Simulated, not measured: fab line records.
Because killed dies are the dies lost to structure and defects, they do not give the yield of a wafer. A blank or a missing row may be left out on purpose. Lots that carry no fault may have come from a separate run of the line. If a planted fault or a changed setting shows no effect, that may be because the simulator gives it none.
Comparing a struck lot with a sound one :: flow sky130 :: 26 steps out of a route of 708
Sound: these wafers, L777.2, L777.4, L777.6. Struck: wafer L759.1 (left out: L759.2, L759.4 of the same lot, which were not struck); the cause appears at the end.
Order at every step that has rows: each side's tool, ch and its chambers, its first start. Under that, the readings that differ: sound wafers :: struck wafers :: difference of the means :: sigmas: that difference in standard deviations of wafers without a fault.
alike: same words and numbers on both sides, and readings whose means sit less than 2 such deviations apart. not compared: any withheld reading, any reading some wafer has no value for, any bound like >300 that may hide the same value, and any number with overlapping values for which the record gives no deviation.
Wherever a step has rows on one side only, a row that says differs or no value, or a row with sigmas, the two part there. When numbers do not overlap yet have no deviation, they are printed without sigmas and do not part them. A reading that every wafer of one side lacks parts them only if that side has two wafers or more.

first, 6 steps without rows for these wafers: SKY_SD_N_IMPLANT_10; SKY_SD_N_STRIP_11 (strips in O2/N2); SKY_SD_N_CLEAN_13 (cleans in SC1/SC2, time 150 s); SKY_SD_N_RTA_14 (time 2 s); SKY_SALICIDE_CLEAN_00 (cleans in HF-last, time 30 s); SKY_LI_CONTACT_HDPCVD_00 (deposits PSG, target thk 930 nm, time 155 s).
SKY_LI_CONTACT_CMP_02: polishes PSG.
  sound on cmp-01 ch 1,2, day 35 00:47; struck on cmp-02 ch 3, day 29 15:34
reading: timeToEndpointS (s)
sound: 31.6 30.8 29.5
struck: 18.1
difference: -12.5
sigmas: -5

reading: model.PSG_of_LI_CONTACT_HDPCVD_00.thkNm (nm)
sound: 597 598.3 597.7
struck: 745.8
difference: +148.1
sigmas: 
  alike: motorCurrentA
then, 9 steps without rows for these wafers: SKY_LI_CONTACT_DEHYDRATE_04 (time 60 s); SKY_LI_CONTACT_HMDS_05 (prime time 60 s); SKY_LI_CONTACT_COAT_06 (resist thk 60 nm); SKY_LI_CONTACT_COAT_07 (resist thk 450 nm); SKY_LI_CONTACT_SOFTBAKE_08 (time 90 s); SKY_LI_CONTACT_EXPOSE_09 (exposes mask LICM1, target cd 170 nm); SKY_LI_CONTACT_PEB_10; SKY_LI_CONTACT_DEVELOP_11 (develop time 60 s); SKY_LI_CONTACT_ETCH_14 (etches BARC in N2/H2, stops on SiO2, time 45.9 s, target depth 60 nm).
SKY_LI_CONTACT_ETCH_15: etches PSG in C4F8/O2/Ar, stops on Si, target depth 600 nm.
  sound on rieDiel-03 ch 1,2,3, day 36 03:54; struck on rieDiel-03 ch 3, day 30 19:50
reading: oesProductAu (a.u.)
sound: 0.842 0.840 0.834
struck: 0.951
difference: +0.112
sigmas: +24

reading: model.etch.depthNm (nm)
sound: 597 598.3 597.7
struck: 745.8
difference: +148.1
sigmas: 

reading: model.LI_CONTACT.featureDepthNm (nm)
sound: 597 598.3 597.7
struck: 745.8
difference: +148.1
sigmas: 
  alike: biasW
then, 6 steps without rows for these wafers: SKY_LI_CONTACT_STRIP_16 (strips in O2/N2); SKY_LI_CONTACT_CLEAN_17 (cleans in NMP, time 600 s); SKY_LI_CONTACT_PRE_CLEAN_18 (time 5.6 s); SKY_LI_CONTACT_SPUTTER_19 (material Ti, target thk 20 nm, time 106.37 s); SKY_LI_CONTACT_SPUTTER_20 (material TiN, target thk 20 nm, time 80 s); SKY_LI_CONTACT_CVD_21 (deposits W, target thk 400 nm, time 120.56 s).
SKY_LI_CONTACT_CMP_24: polishes, stops on PSG, t overpolish 20 s, target thk 0 nm.
  sound on cmp-01 ch 0,1, day 36 04:46; struck on cmp-01 ch 2, day 30 20:42
reading: model.PSG_of_LI_CONTACT_HDPCVD_00.thkNm (nm)
sound: 587.6 588.9 588.3
struck: 736.3
difference: +148.0
sigmas: 
  alike: motorCurrentA
then, 1 step without rows for these wafers: SKY_LOCAL_INTERCONNECT_SPUTTER_00 (material TiN, target thk 100 nm, time 83.3 s).
-- record jumps: 16 days separate the struck wafers' starts on either side; left off in module LOCAL_INTERCONNECT, taken up again in module PAD_OPEN, whose first shown step is the route's number 708 --
SKY_PAD_OPEN_PROBE_99:
  sound on prober-02 at day 50 17:40; struck on prober-02 at day 46 23:25
reading: model.etest.liconPdiff.rcOhm
sound: 593.8 578.2 577.4
struck: 682
difference: +99
sigmas: 

reading: model.etest.nfetG5v0d10v5.rOnOhmUm
sound: 1891 1878 1873
struck: 1963
difference: +82
sigmas: 

reading: model.etest.nfet_01v8.rOnOhmUm
sound: 826.4 806.8 799.9
struck: 861.2
difference: +50.2
sigmas: 

reading: model.etest.liconHighPo.rcOhm
sound: 364.5 334.5 365.2
struck: 404.4
difference: +49.7
sigmas: 

reading: model.etest.liconNdiff.rcOhm
sound: 185.7 184.7 180
struck: 222.9
difference: +39.4
sigmas: 

reading: model.etest.sonosUncharged.rOnOhmUm
sound: 800.6 808.5 792.6
struck: 867.2
difference: +66.6
sigmas: 

reading: model.etest.capLiToPoly.cAfUm2
sound: 101.2 100.7 99.13
struck: 67.6
difference: -32.7
sigmas: 

reading: model.etest.liconPoly.rcOhm
sound: 154.4 147 152.3
struck: 171.8
difference: +20.6
sigmas: 
  alike: killed_at_M0_to_M3, killed_at_M4_up, killedAtContacts, killedAtFrontEnd, killedAtOther, killedDies, killedOpen, killedShort

WHERE THEY PART
First at SKY_LI_CONTACT_CMP_02; last, within this record, at SKY_LI_CONTACT_ETCH_15. Later steps at which nothing parts them and some readings are alike: SKY_LI_CONTACT_CMP_24, SKY_PAD_OPEN_PROBE_99.

WHY: what the simulator had put in
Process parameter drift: cmp-02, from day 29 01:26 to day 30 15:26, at SKY_LI_CONTACT_CMP_02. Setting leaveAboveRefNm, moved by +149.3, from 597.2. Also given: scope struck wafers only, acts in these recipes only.
